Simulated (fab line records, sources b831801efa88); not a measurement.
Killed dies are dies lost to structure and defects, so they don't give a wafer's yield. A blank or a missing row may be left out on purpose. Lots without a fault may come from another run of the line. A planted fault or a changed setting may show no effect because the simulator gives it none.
Which tool did it? | flow sky130 | 7 lots, 21 wafers sampled, at 4 steps of a route of 708

WHAT THE GAUGES READ, wafer by wafer
SKY_VT_ADJUST_HVTR_TW_MEAS_11.
lot  | measured     | on            | VT_ADJUST_HVTR_TW
L698 | day 10 10:52 | film_metro-03 | 208.2 209.9 207.1
L701 | day 11 06:20 | film_metro-03 | 209.8 208.9 209.2
L703 | day 11 23:29 | film_metro-03 | 208.7 209.1 209.6
L707 | day 13 01:29 | film_metro-02 | 208.7 208.2 208.2
L712 | day 14 16:17 | film_metro-04 | 29.9 30.1 29.8
L714 | day 15 08:21 | film_metro-03 | 29.9 29.7 29.7
L717 | day 16 06:01 | film_metro-02 | 205.4 206.2 207.6

WHICH TOOL RAN EACH LOT (tool, then ch and the chambers of the sampled wafers, then the start)
lot  | SKY_PWDE_STRIP_09                   | SKY_VT_ADJUST_NCORE_DEHYDRATE_00  | SKY_VT_ADJUST_HVTR_IMPLANT_09
L698 | plasma_asher-03 ch 0,1, day 4 14:28 | litho_track-02 ch 0, day 9 01:01  | implanter-02 ch 0, day 10 10:37
L701 | plasma_asher-01 ch 0,1, day 5 06:36 | litho_track-03 ch 0, day 9 19:38  | implanter-03 ch 0, day 11 06:05
L703 | plasma_asher-03 ch 0,1, day 5 16:31 | litho_track-01 ch 0, day 10 10:47 | implanter-01 ch 0, day 11 23:14
L707 | plasma_asher-01 ch 0,1, day 6 15:37 | litho_track-01 ch 0, day 11 11:42 | implanter-03 ch 0, day 13 01:14
L712 | plasma_asher-01 ch 0,1, day 7 21:01 | litho_track-02 ch 0, day 13 00:10 | implanter-01, day 14 16:02
L714 | plasma_asher-04 ch 0,1, day 8 08:29 | litho_track-02 ch 0, day 13 15:37 | implanter-01, day 15 08:08
L717 | plasma_asher-04 ch 0,1, day 9 00:28 | litho_track-03 ch 0, day 14 13:22 | implanter-03 ch 0, day 16 05:47
- SKY_PWDE_STRIP_09: strips in O2/N2.
- SKY_VT_ADJUST_NCORE_DEHYDRATE_00: time 62.13 s.
- SKY_VT_ADJUST_HVTR_IMPLANT_09

THE ANSWER, worked out from the rows above alone
Rule: what is usual is taken from the lots themselves. Put in order of their means at a reading, lots are off if they are a third of the lots or fewer, leave a main group of 4 or more, and stand apart from it by a gap of 3 or more times the standard deviation of the main group's means; of several such gaps the widest counts. A main group whose means are all the same, to the digits that the tables above print for the reading, isn't used. A lot without any number at a reading at which 4 lots or more have one is off too. The other lots that the step has rows for count as sound.
Off: L712, L714, at SKY_VT_ADJUST_HVTR_TW_MEAS_11 (VT_ADJUST_HVTR_TW). The main group: mean 208.3, standard deviation 1.
A tool fits if, at a process step before that reading, it ran every lot that is off, and no sound lot after the first of them. The gauges at SKY_VT_ADJUST_HVTR_TW_MEAS_11 are tried like those tools. Can't be told from this: 2 tools fit, litho_track-02 at SKY_VT_ADJUST_NCORE_DEHYDRATE_00, implanter-01 at SKY_VT_ADJUST_HVTR_IMPLANT_09.

WHAT THE SIMULATOR HAD PUT IN
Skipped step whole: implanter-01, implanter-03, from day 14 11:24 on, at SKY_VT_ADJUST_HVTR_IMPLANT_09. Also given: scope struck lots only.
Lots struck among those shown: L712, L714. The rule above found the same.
